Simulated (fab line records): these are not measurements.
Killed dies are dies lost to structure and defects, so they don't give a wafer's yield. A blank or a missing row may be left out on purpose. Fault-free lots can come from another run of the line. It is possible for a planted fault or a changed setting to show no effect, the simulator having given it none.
fab line records | flow sky130
[record] lots = 14 wafers = 42 last_day = 50
route steps=708 shown VT_ADJUST_LVTN@111 GATE_OXIDE@201 LI_CONTACT@365 METAL1@434 PAD_OPEN@708
lots untouched by any fault: they come from a run of this same line in which no faults occurred
start_h: hours from the record's first day to the start of the lot's first wafer shown | wait_h: how many hours have passed since the lot's step before this one | " as in the row above | L1.1+2: one row covering several wafers at once | - no value present, or no start provided | * or withheld: withheld | < > ~ a bound
route shown NAME@n: names a module that has steps shown in the file, with the first one's number in the route | usual: average and standard deviation across the fault-free wafers | same: alike in all rows | chamber/n: place in a boat | sites: each site's reading | _std_site: the standard deviation of these | _edge_site: inner sites' mean taken away from outer sites' mean | radius_mm: for every site, how far away it sits from the centre of the wafer | mask NAME#n: copy n | behind: the most recent tool/chamber to have shaped the wafer | hold: cause of the lot's hold/its duration in hours/its outcome | device: transistor that didn't switch, given as n, p or np | end of line: the tests these same wafers got at the end of their route | where a step has no rows: the recipe by itself | killed: dies lost to structure and defects at the first sort, not the wafer's yield | map: per-die view of a wafer (x killed, . not killed, _ where there is no die)
set.NAME: the setting the step ran with; set.NAME@STEP: the setting that earlier step ran with | model.NAME: the simulator's own value behind a step, which no gauge read
one table for each step of the route and one row for each wafer, over a sample of lots
services: the hour from which a tool's chamber was out of use, counted from the record's first day as start_h (under 0 if before that day), plus the number of hours and why
[[steps]]
[step SKY_VT_ADJUST_LVTN_SOFTBAKE_14]
[recipe] temp_c = 90 time_s = 60 resist = NOVOLAK
[usual] run_length_s = 89.18/0.14
// columns lot.wafer tool chamber start_h wait_h run_length_s
L672.2 litho_track-02 0 146.17 0.1 89.27
L672.3 " 0 " " 89.05
L672.6 " 0 " " 89.23
L675.1 litho_track-02 0 168.00 0.1 89.14
L675.4 " 0 " " 89.09
L675.5 " 0 " " 89.37
L676.3 litho_track-04 0 173.19 0.1 89.18
L676.4 " 0 " " 89.39
L676.6 " 0 " " 89.44
L678.2 litho_track-03 0 192.50 0.1 89.13
L678.3 " 0 " " 88.98
L678.5 " 0 " " 89.33
L679.1 litho_track-02 0 196.65 0.1 89.32
L679.2 " 0 " " 89.04
L679.5 " 0 " " 89.36
L680.1 litho_track-03 0 200.67 0.1 89.07
L680.2 " 0 " " 89.27
L680.3 " 0 " " 89.07
L681.2 litho_track-03 0 210.95 0.1 89.08
L681.4 " 0 " " 89.06
L681.6 " 0 " " 89.06
L682.2 litho_track-02 0 217.82 0.1 89.21
L682.3 " 0 " " 89.05
L682.4 " 0 " " 89.11
L683.3 litho_track-04 0 223.14 0.1 89.21
L683.4 " 0 " " 89.26
L683.5 " 0 " " 89.30
L685.2 litho_track-04 0 235.91 0.1 98.72
L685.4 " 0 " " 98.53
L685.6 " 0 " " 98.60
L686.1 litho_track-04 0 251.04 0.1 98.79
L686.2 " 0 " " 98.48
L686.5 " 0 " " 98.52
L687.3 litho_track-04 0 253.04 0.1 98.47
L687.4 " 0 " " 98.50
L687.5 " 0 " " 98.60
L694.2 litho_track-02 0 298.07 0.1 89.02
L694.3 " 0 " " 89.34
L694.5 " 0 " " 89.29
L695.2 litho_track-02 0 305.52 0.1 89.06
L695.3 " 0 " " 89.00
L695.4 " 0 " " 89.13
[step SKY_GATE_OXIDE_TW_MEAS_14]
[usual] GATE_OXIDE_TW = 225.2/1.6
// columns lot.wafer tool chamber start_h wait_h GATE_OXIDE_TW
L672.2 film_metro-02 - 301.91 0.1 226.8
L672.3 " - " " 227.0
L672.6 " - " " 227.6
L675.1 film_metro-03 - 335.29 0.1 222.1
L675.4 " - " " 222.2
L675.5 " - " " 222.5
L676.3 film_metro-02 - 340.16 0.1 224.7
L676.4 " - " " 224.4
L676.6 " - " " 224.6
L678.2 film_metro-02 - 361.09 0.1 226.4
L678.3 " - " " 226.7
L678.5 " - " " 227.2
L679.1 film_metro-03 - 364.95 0.1 225.7
L679.2 " - " " 226.2
L679.5 " - " " 224.8
L680.1 film_metro-03 - 372.67 0.1 226.1
L680.2 " - " " 226.1
L680.3 " - " " 225.9
L681.2 film_metro-04 - 380.07 0.1 225.8
L681.4 " - " " 225.2
L681.6 " - " " 225.7
L682.2 film_metro-02 - 400.06 0.1 226.6
L682.3 " - " " 226.6
L682.4 " - " " 226.3
L683.3 film_metro-03 - 404.76 0.1 224.0
L683.4 " - " " 224.0
L683.5 " - " " 224.4
L685.2 film_metro-02 - 418.93 0.1 226.9
L685.4 " - " " 227.2
L685.6 " - " " 227.5
L686.1 film_metro-04 - 436.22 0.1 225.8
L686.2 " - " " 226.8
L686.5 " - " " 225.2
L687.3 film_metro-03 - 439.29 0.1 225.3
L687.4 " - " " 223.5
L687.5 " - " " 224.6
L694.2 film_metro-03 - 494.72 0.1 224.1
L694.3 " - " " 224.9
L694.5 " - " " 223.7
L695.2 film_metro-02 - 503.83 0.1 226.4
L695.3 " - " " 226.1
L695.4 " - " " 226.1
[step SKY_LI_CONTACT_BOW_MEAS_03]
[recipe] mode = bow
[usual] LI_CONTACT_BOW = 55/7.3
// columns lot.wafer tool chamber start_h wait_h LI_CONTACT_BOW[um]
L672.2 film_metro-04 - 640.88 0.2 42
L672.3 " - " " 48
L672.6 " - " " 49
L675.1 film_metro-01 - 678.44 0.1 54
L675.4 " - " " 43
L675.5 " - " " 67
L676.3 film_metro-01 - 682.30 0.1 59
L676.4 " - " " 57
L676.6 " - " " 56
L678.2 film_metro-04 - 700.45 0.3 57
L678.3 " - " " 60
L678.5 " - " " 44
L679.1 film_metro-04 - 704.65 0.2 52
L679.2 " - " " 64
L679.5 " - " " 69
L680.1 film_metro-01 - 711.07 0.2 52
L680.2 " - " " 60
L680.3 " - " " 51
L681.2 film_metro-01 - 719.37 0.3 56
L681.4 " - " " 48
L681.6 " - " " 60
L682.2 film_metro-01 - 741.06 0.1 61
L682.3 " - " " 43
L682.4 " - " " 44
L683.3 film_metro-01 - 741.84 0.2 57
L683.4 " - " " 59
L683.5 " - " " 48
L685.2 film_metro-01 - 752.79 0.3 66
L685.4 " - " " 69
L685.6 " - " " 71
L686.1 film_metro-01 - 769.00 0.1 66
L686.2 " - " " 64
L686.5 " - " " 59
L687.3 film_metro-02 - 774.51 0.2 59
L687.4 " - " " 60
L687.5 " - " " 55
L694.2 film_metro-04 - 819.91 0.1 71
L694.3 " - " " 55
L694.5 " - " " 46
L695.2 film_metro-01 - 831.58 0.3 45
L695.3 " - " " 55
L695.4 " - " " 58
[step SKY_METAL1_SPUTTER_00]
[recipe] material = Ti target_thk_nm = 15 power_w = 3000 time_s = 10 chamber_pressure_pa = 0.4
[usual] throttle_valve_pct = 29.7/0.93
// columns lot.wafer tool chamber start_h wait_h throttle_valve_pct
L672.2 pvd_sputter-03 - 729.40 0.2 30.0
L672.3 " - " " 29.4
L672.6 " - " " 30.1
L675.1 pvd_sputter-03 - 766.00 0.1 30.4
L675.4 " - " " 30.5
L675.5 " - " " 31.6
L676.3 pvd_sputter-01 - 770.45 0.2 30.8
L676.4 " - " " 29.4
L676.6 " - " " 28.9
L678.2 pvd_sputter-02 - 786.86 0.2 30.5
L678.3 " - " " 28.0
L678.5 " - " " 28.2
L679.1 pvd_sputter-01 - 791.52 0.2 29.8
L679.2 " - " " 29.3
L679.5 " - " " 29.3
L680.1 pvd_sputter-01 - 796.70 0.2 28.9
L680.2 " - " " 29.6
L680.3 " - " " 30.7
L681.2 pvd_sputter-02 - 806.11 0.1 29.6
L681.4 " - " " 28.1
L681.6 " - " " 28.2
L682.2 pvd_sputter-01 - 827.58 0.2 29.5
L682.3 " - " " 28.8
L682.4 " - " " 29.7
L683.3 pvd_sputter-02 - 827.93 0.1 30.5
L683.4 " - " " 29.2
L683.5 " - " " 28.8
L685.2 pvd_sputter-01 - 838.87 0.2 28.8
L685.4 " - " " 29.5
L685.6 " - " " 29.4
L686.1 pvd_sputter-02 - 854.42 0.1 28.0
L686.2 " - " " 29.3
L686.5 " - " " 28.7
L687.3 pvd_sputter-02 - 859.92 0.1 30.3
L687.4 " - " " 28.2
L687.5 " - " " 28.6
L694.2 pvd_sputter-03 - 903.63 0.2 31.4
L694.3 " - " " 29.4
L694.5 " - " " 30.4
L695.2 pvd_sputter-03 - 913.24 0.2 31.6
L695.3 " - " " 30.3
L695.4 " - " " 30.3
[step SKY_PAD_OPEN_PROBE_99]
[usual] killed_at_M0_to_M3 = 43/7.4 killed_at_M4_up = 3.1/1.9 killed_at_contacts = 25/5.4 killed_at_front_end = 15/4.3 killed_at_other = 0.3/0.54 killed_dies = 86/10 killed_on_rim = 17/4 killed_open = 46/7.4 killed_short = 40/7
[same] gross_dies = 492 killed_at_back_side = 0
// columns lot.wafer tool chamber start_h wait_h killed_at_M0_to_M3 killed_at_M4_up killed_at_contacts killed_at_front_end killed_at_other killed_dies killed_on_rim killed_open killed_short
L676.3 prober-01 - 1104.36 0.2 42 3 22 23 1 91 16 41 48
L676.4 prober-01 - 1104.41 0.2 45 3 27 18 0 93 21 49 43
L676.6 prober-01 - 1104.51 0.2 43 4 23 19 0 89 21 47 42
L681.2 prober-02 - 1130.63 0.1 38 3 34 11 1 87 16 48 39
L681.4 prober-02 - 1130.73 0.2 28 4 23 8 1 64 8 30 34
L681.6 prober-02 - 1130.83 0.2 30 4 17 8 1 60 11 38 22
L687.3 prober-02 - 1166.59 0.2 54 2 29 12 0 97 21 51 45
L687.4 prober-02 - 1166.64 0.2 44 2 33 13 0 92 21 52 40
L687.5 prober-02 - 1166.69 0.2 42 2 23 13 0 80 18 34 45
// killed by level:class
L676.3 LI_CONTACT:geometric_particle:open=7 METAL2:geometric_particle:short=7 FIELD_ISO:geometric_particle:short=6 VIA1:geometric_particle:short=6 FIELD_ISO:geometric_particle:open=5 CONTACT:geometric_particle:short=5 CONTACT:geometric_particle:open=5 VIA2:geometric_particle:open=5
L676.4 CONTACT:geometric_particle:open=11 VIA2:geometric_particle:open=7 VIA1:geometric_particle:open=7 METAL2:geometric_particle:short=7 FIELD_ISO:geometric_particle:open=6 FIELD_ISO:geometric_particle:short=5 LI_CONTACT:geometric_particle:open=5 CONTACT:geometric_particle:short=4
L676.6 VIA1:geometric_particle:open=11 VIA3:geometric_particle:open=9 LOCAL_INTERCONNECT:geometric_particle:short=7 METAL1:geometric_particle:short=6 METAL2:geometric_particle:short=6 CONTACT:geometric_particle:open=6 CONTACT:geometric_particle:short=5 SPACER:geometric_particle:open=4
L681.2 CONTACT:geometric_particle:open=11 VIA2:geometric_particle:open=9 LI_CONTACT:geometric_particle:open=8 CONTACT:geometric_particle:short=8 VIA1:geometric_particle:open=7 VIA3:geometric_particle:open=5 METAL1:geometric_particle:short=4 POLY_GATE:geometric_particle:short=3
L681.4 CONTACT:geometric_particle:open=10 METAL2:geometric_particle:short=7 LI_CONTACT:geometric_particle:open=6 POLY_GATE:geometric_particle:short=5 VIA1:geometric_particle:short=4 LOCAL_INTERCONNECT:geometric_particle:short=3 CONTACT:geometric_particle:short=3 METAL1:geometric_particle:short=3
L681.6 VIA1:geometric_particle:open=10 CONTACT:geometric_particle:open=8 LI_CONTACT:geometric_particle:open=6 METAL2:geometric_particle:short=5 FIELD_ISO:geometric_particle:open=3 POLY_GATE:geometric_particle:short=2 VIA2:geometric_particle:short=2 METAL1:geometric_particle:open=2
L687.3 VIA1:geometric_particle:open=15 VIA1:geometric_particle:short=12 LI_CONTACT:geometric_particle:open=8 CONTACT:geometric_particle:short=7 VIA2:geometric_particle:open=6 VIA3:geometric_particle:open=6 LI_CONTACT:geometric_particle:short=5 CONTACT:geometric_particle:open=5
L687.4 CONTACT:geometric_particle:open=20 VIA1:geometric_particle:open=8 CONTACT:geometric_particle:short=6 VIA1:geometric_particle:short=6 METAL2:geometric_particle:short=6 VIA2:geometric_particle:open=6 METAL1:geometric_particle:short=5 POLY_GATE:geometric_particle:open=4
L687.5 METAL2:geometric_particle:short=8 CONTACT:geometric_particle:short=7 VIA1:geometric_particle:open=7 FIELD_ISO:geometric_particle:open=6 LI_CONTACT:geometric_particle:short=6 METAL1:geometric_particle:short=6 VIA1:geometric_particle:short=6 CONTACT:geometric_particle:open=4
[[services]]
// columns tool chamber start_h hours kind
pvd_sputter-01 - 150.30 3.3 repair
pvd_sputter-03 - 154.75 2.4 repair
pvd_sputter-02 - 175.48 4.1 repair
pvd_sputter-03 - 305.06 0.6 repair
pvd_sputter-02 - 324.34 3.1 repair
pvd_sputter-02 - 401.38 12.7 repair
pvd_sputter-03 - 416.97 0.5 repair
pvd_sputter-03 - 452.80 1.1 repair
pvd_sputter-02 - 474.71 4.8 repair
pvd_sputter-02 - 517.22 5.8 repair
pvd_sputter-01 - 528.73 1.9 repair
pvd_sputter-01 - 539.52 1.1 repair
pvd_sputter-01 - 550.39 3.5 repair
pvd_sputter-02 - 556.66 4.4 repair
pvd_sputter-01 - 587.50 0.6 repair
pvd_sputter-03 - 639.86 12.9 repair
pvd_sputter-03 - 648.75 4.3 repair
pvd_sputter-02 - 662.18 3.1 repair
pvd_sputter-01 - 670.51 5.3 repair
pvd_sputter-02 - 720.07 14.5 repair
pvd_sputter-02 - 745.22 3.9 repair
pvd_sputter-03 - 745.88 1.9 repair
pvd_sputter-02 - 767.52 5.3 repair
pvd_sputter-01 - 781.14 1.9 repair
[[key]]
[first_sign] step = SKY_VT_ADJUST_LVTN_SOFTBAKE_14 reading = run_length_s direction = up sigmas = 65 usual = * struck = *
effect none on later readings
met_at SKY_VT_ADJUST_LVTN_SOFTBAKE_14
struck_lots L685,L686,L687
tester_left_out L685,L686,L687
not_acting_at SKY_GATE_OXIDE_TW_MEAS_14,SKY_LI_CONTACT_BOW_MEAS_03,SKY_METAL1_SPUTTER_00
onset_between 223.14 235.91
[fault] kind = process_parameter_drift tool = litho_track-04 chamber = - onset_h = 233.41 steps = SKY_VT_ADJUST_LVTN_SOFTBAKE_14 channel = time_s offset = * shape = step end_h = 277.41 acts_in = * stated = *
// tester_left_out: of these lots the tester's yield and bins aren't shown, on N5 and GAA mostly nor the transistor test; their killed dies are dies lost to structure and defects alone, not to doping, threshold or leakage, so they don't give the yield
